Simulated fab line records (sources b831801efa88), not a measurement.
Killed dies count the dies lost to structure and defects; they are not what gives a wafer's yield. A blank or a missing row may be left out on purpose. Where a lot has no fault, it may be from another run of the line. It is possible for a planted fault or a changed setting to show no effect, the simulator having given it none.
Struck lot and sound lot, side by side | flow sky130 | 19 out of 708 route steps
Sound: wafers L244.2, L244.3, L244.4. Struck: wafers L258.2, L258.5, L258.6. The cause comes at the end.
Per side, at each step with rows, come the tool, then ch with its chambers, and then its first start. Under that, the readings that differ: sound wafers | struck wafers | difference of the means | sigmas: that difference in standard deviations of wafers without a fault.
alike: a reading whose means differ by less than 2 such deviations, as well as words and numbers matching on both sides. not compared: withheld readings; readings where some wafer has no value; bounds like >300 that might hide an equal value; numbers whose values overlap and for which the record gives no deviation.
The two part at a step that has a row with sigmas, a row that says differs or no value, or rows on one side only. Numbers that don't overlap but have no deviation are shown without sigmas and don't part them. Lack of a reading on every wafer of one side parts them only where that side has two or more wafers.

SKY_FIELD_ISO_BOW_MEAS_00:
  sound on film_metro-04, day 2 21:01; struck on film_metro-04, day 5 19:01
  alike: INCOMING_BOW
then, 1 step without rows for these wafers: SKY_FIELD_ISO_OXIDATION_01 (stabilise 600 s, purge 300 s, target thk 12 nm).
SKY_FIELD_ISO_THK_MEAS_02:
  sound on film_metro-04, day 2 23:01; struck on film_metro-03, day 5 21:07
  alike: FIELD_ISO_OXIDATION_00_THK
then, 1 step without rows for these wafers: SKY_FIELD_ISO_CVD_03 (deposits Si3N4 from DCS/NH3, target thk 165 nm, time 2830 s).
SKY_FIELD_ISO_THK_MEAS_04:
  sound on film_metro-01, day 3 02:05; struck on film_metro-03, day 5 23:32
  alike: FIELD_ISO_CVD_03_THK
then, 3 steps without rows for these wafers: SKY_FIELD_ISO_DEHYDRATE_05 (time 60 s); SKY_FIELD_ISO_HMDS_06 (prime time 60 s); SKY_FIELD_ISO_COAT_07 (resist thk 60 nm).
SKY_FIELD_ISO_COAT_08: resist thk 450 nm.
  sound on litho_track-03 ch 0, day 3 10:00; struck on litho_track-01 ch 0, day 6 08:00
  reading                                          | sound                | struck               | difference | sigmas
  spin_speed_rpm (rpm)                             | 3002.0 3000.1 3001.5 | 3228.8 3233.6 3232.5 | +230.4     | +99 or more
  model.KrF-thick_of_FIELD_ISO_COAT_08.thk_nm (nm) | 448.7 449.6 449.5    | 432.5 433.5 433.3    | -16.2      |
then, 4 steps without rows for these wafers: SKY_FIELD_ISO_SOFTBAKE_09 (time 90 s); SKY_FIELD_ISO_EXPOSE_10 (exposes mask FOM, target cd 150 nm); SKY_FIELD_ISO_PEB_11; SKY_FIELD_ISO_DEVELOP_12 (develop time 60 s).
SKY_FIELD_ISO_CD_MEAS_13: the cd target is 150 nm.
  sound on cd_sem-02, day 3 18:27; struck on cd_sem-02, day 6 18:18
  alike: cd_nm
SKY_FIELD_ISO_ETCH_14: etches BARC in N2/H2, stops on SiO2, time 45.9 s, target depth 60 nm.
  sound on rie_diel-01 ch 0,2, day 3 18:33; struck on rie_diel-03 ch 0,1,3, day 6 18:24
  alike: drypump_motor_current_A, oes_product_au, throttle_valve_pct
  not compared: rf_hours_counter_h
SKY_FIELD_ISO_ETCH_15: etches the open film in CHF3/O2, stops on Si, target depth 180 nm, time 72 s.
  sound on rie_diel-01 ch 0,2, day 3 18:35; struck on rie_diel-03 ch 0,1,3, day 6 18:26
  reading                                          | sound             | struck            | difference | sigmas
  model.KrF-thick_of_FIELD_ISO_COAT_08.thk_nm (nm) | 233.2 233.1 233.9 | 221.4 220.9 220.2 | -12.6      |
  alike: O2_flow_sccm, chf3_flow_sccm, drypump_motor_current_A, oes_product_au, throttle_valve_pct
  not compared: rf_hours_counter_h
SKY_FIELD_ISO_STRIP_16: strips in O2/N2.
  sound on plasma_asher-02 ch 0,1, day 3 18:39; struck on plasma_asher-02 ch 0,1, day 6 18:30
  reading                      | sound          | struck         | difference | sigmas
  strip_time_to_endpoint_s (s) | 3.51 3.52 3.52 | 3.39 3.37 3.36 | -0.14      | -5
  alike: drypump_motor_current_A, oes_product_au
  not compared: rf_hours_counter_h
SKY_FIELD_ISO_ETCH_17: etches Si in HBr/Cl2/O2, target depth 342 nm, time 97.7 s.
  sound on rie_si-01 ch 0,1,2, day 3 18:45; struck on rie_si-02 ch 0,3, day 6 18:36
  alike: O2_flow_sccm, drypump_motor_current_A, oes_product_au, throttle_valve_pct
  not compared: rf_hours_counter_h
-- here the record skips 44 days between the struck wafers' starts before and after, leaving off in module FIELD_ISO and picking up in module PAD_OPEN (first step shown: number 708 of the route) --
SKY_PAD_OPEN_PROBE_99:
  sound on prober-02, day 47 23:10; struck on prober-02, day 50 12:10
  reading             | sound    | struck   | difference | sigmas
  killed_at_front_end | 24 25 25 | 20 10 16 | -9         | -2
  alike: killed_at_M0_to_M3, killed_at_M4_up, killed_at_contacts, killed_at_other, killed_dies, killed_open, killed_short

WHERE THEY PART
Last at SKY_PAD_OPEN_PROBE_99 as far as this record goes, first at SKY_FIELD_ISO_COAT_08.

WHY: whatever the simulator had introduced
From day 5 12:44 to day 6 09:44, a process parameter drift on litho_track-01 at SKY_FIELD_ISO_COAT_08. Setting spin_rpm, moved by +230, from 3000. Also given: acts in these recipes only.
